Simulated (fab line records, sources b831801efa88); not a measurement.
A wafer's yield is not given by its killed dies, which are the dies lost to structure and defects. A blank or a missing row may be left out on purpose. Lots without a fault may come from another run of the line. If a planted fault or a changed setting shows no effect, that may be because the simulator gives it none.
One fault through the eyes of 2 desks | flow gf180mcu | only its own numbers are on each desk; what lay behind them is given at the end

== AT THE TOOL OWNER'S DESK: pecvd-03 ==
The tool's own readings at GF_V3_CVD_02 (deposits SiO2 from TEOS, target thk 850 nm, time 94.851 s): means of the sampled wafers that have a number, for each lot that ran on this tool. Any lot whose mean is over 4 standard deviations away from the usual mean is out of limits and marked OUT; that distance is given in the brackets.
Columns: A = heaterPowerW at GF_V3_CVD_02, usual 644 W
lot  | first seen here | A
L776 | day 21 17:02    | 705
L777 | day 22 00:16    | 661
L778 | day 22 11:06    | 630
L781 | day 23 13:53    | 657
L783 | day 24 04:07    | 638
L787 | day 25 14:35    | 654
L793 | day 27 11:27    | 589
This desk found nothing out of limits on any of the 7 lots.

== FROM THE METROLOGY DESK ==
Lot by lot, what the gauges showed, no matter which tool ran the lot: averages of those sampled wafers that carry a number. Any lot whose mean is over 4 standard deviations away from the usual mean is out of limits and marked OUT; that distance is given in the brackets.
Columns: A = V1_W_RS at GF_V1_RS_MEAS_24, usual 0.3252 ohm/sq; B = V3_CVD_02_THK at GF_V3_THK_MEAS_03, usual 849 nm
lot  | first seen here | A      | B
L776 | day 18 10:03    | 0.3232 | 837
L777 | day 18 19:28    | 0.3240 | 857
L778 | day 19 07:23    | 0.3270 | 848
L780 | day 20 03:43    | 0.3261 | 842
L781 | day 20 11:25    | 0.3238 | 856
L783 | day 21 02:45    | 0.3273 | 850
L784 | day 21 10:59    | 0.3300 | 841
L787 | day 22 13:43    | 0.3224 | 848
L790 | day 23 14:26    | 0.3297 | 858
L793 | day 24 16:05    | 0.3282 | 872
L796 | day 25 16:39    | 0.3248 | 856
L795 | day 25 18:58    | 0.3221 | 849
This desk found nothing out of limits on any of the 12 lots.

== BROUGHT TOGETHER ==
Nothing out of limits was seen by the tool owner's desk.
At the metrology desk, nothing out of limits was observed.

== WHAT THE SIMULATOR HAD PUT IN ==
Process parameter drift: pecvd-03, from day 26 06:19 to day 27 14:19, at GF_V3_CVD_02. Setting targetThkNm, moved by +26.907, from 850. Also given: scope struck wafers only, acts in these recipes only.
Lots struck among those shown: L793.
